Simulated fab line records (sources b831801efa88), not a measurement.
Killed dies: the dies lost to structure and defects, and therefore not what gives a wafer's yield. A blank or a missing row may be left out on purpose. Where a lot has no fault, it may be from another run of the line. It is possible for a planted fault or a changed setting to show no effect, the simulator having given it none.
The tool behind it: which one? | flow sky130 | 42 wafers from 14 lots sampled at 2 of the route's 708 steps

## WHAT THE GAUGES READ, wafer by wafer
SKY_SONOS_ONO_THK_MEAS_05.
lot  | measured     | on            | SONOS_ONO_CVD_04_THK (nm)
L379 | day 11 14:30 | film_metro-04 | 5.75 5.67 5.78
L381 | day 12 10:05 | film_metro-04 | 5.76 5.83 5.79
L389 | day 14 23:11 | film_metro-04 | 5.80 5.70 5.72
L390 | day 15 07:17 | film_metro-03 | 5.78 5.61 5.59
L391 | day 15 14:50 | film_metro-02 | 5.76 5.71 5.84
L392 | day 15 22:37 | film_metro-03 | 5.73 5.80 5.79
L393 | day 16 05:54 | film_metro-02 | 5.83 5.71 5.70
L394 | day 16 12:32 | film_metro-02 | 5.83 5.77 5.81
L395 | day 17 01:44 | film_metro-03 | 5.66 5.63 5.66
L397 | day 17 12:53 | film_metro-03 | 5.73 5.69 5.69
L398 | day 17 23:13 | film_metro-04 | 5.84 5.81 5.85
L399 | day 18 09:28 | film_metro-03 | 5.94 5.75 5.93
L400 | day 18 15:18 | film_metro-03 | 5.89 5.75 5.86
L401 | day 19 00:23 | film_metro-02 | 5.58 5.69 5.58

SKY_SONOS_ONO_CD_MEAS_13: target cd 410 nm.
lot  | measured     | on        | cd_nm (nm)
L379 | day 12 14:58 | cd_sem-02 | 412.4 412.9 411.6
L381 | day 13 10:59 | cd_sem-02 | 408.6 410.9 409.1
L389 | day 16 01:42 | cd_sem-02 | 413.4 411.9 410.9
L390 | day 16 11:02 | cd_sem-02 | 410.8 412.9 412.5
L391 | day 16 18:49 | cd_sem-01 | 408.5 408.0 408.2
L392 | day 17 02:46 | cd_sem-01 | 412.3 412.0 409.7
L393 | day 17 10:13 | cd_sem-02 | 409.4 407.7 408.3
L394 | day 17 17:34 | cd_sem-01 | 411.2 410.8 410.0
L395 | day 18 06:10 | cd_sem-02 | 409.4 408.4 408.1
L397 | day 18 17:45 | cd_sem-01 | 411.8 409.8 409.6
L398 | day 19 04:47 | cd_sem-01 | 412.1 409.7 409.8
L399 | day 19 16:19 | cd_sem-02 | 412.2 411.8 408.7
L400 | day 19 22:18 | cd_sem-01 | 410.8 410.7 409.2
L401 | day 20 07:37 | cd_sem-02 | 411.2 412.0 413.2

## WHAT TOOL EACH LOT RAN ON (gives the tool, then ch and the chambers of the sampled wafers, and finally the start)
The record holds no process step before these readings.

## WHAT THE TOOLS THEMSELVES READ (means of the sampled wafers that have a number; where no wafer has one, the mark that the record gives instead)
The record holds no such reading with a usual standard deviation.

## THE ANSWER, worked out from the rows above alone
Rule: the lots themselves supply what counts as usual. Put in order of their means at a reading, lots are off if they are a third of the lots or fewer, leave a main group of 4 or more, and stand apart from it by a gap of 3 or more times the standard deviation of the main group's means; of several such gaps the widest counts. Not used: any main group whose means are identical at the precision the tables above print for the reading. Also off: a lot with no number at a reading for which 4 or more lots have one. All remaining lots with rows at the step are treated as sound. First the gauges in route order, then the tools' own readings, where a lot's mean is used as printed above. The first step at which some lot is off is used, and at that step the reading that is off furthest; a lot without a number counts as furthest.
Across all readings shown, no lot is off: no conclusion can be drawn from this.

## WHAT THE SIMULATOR HAD INSERTED
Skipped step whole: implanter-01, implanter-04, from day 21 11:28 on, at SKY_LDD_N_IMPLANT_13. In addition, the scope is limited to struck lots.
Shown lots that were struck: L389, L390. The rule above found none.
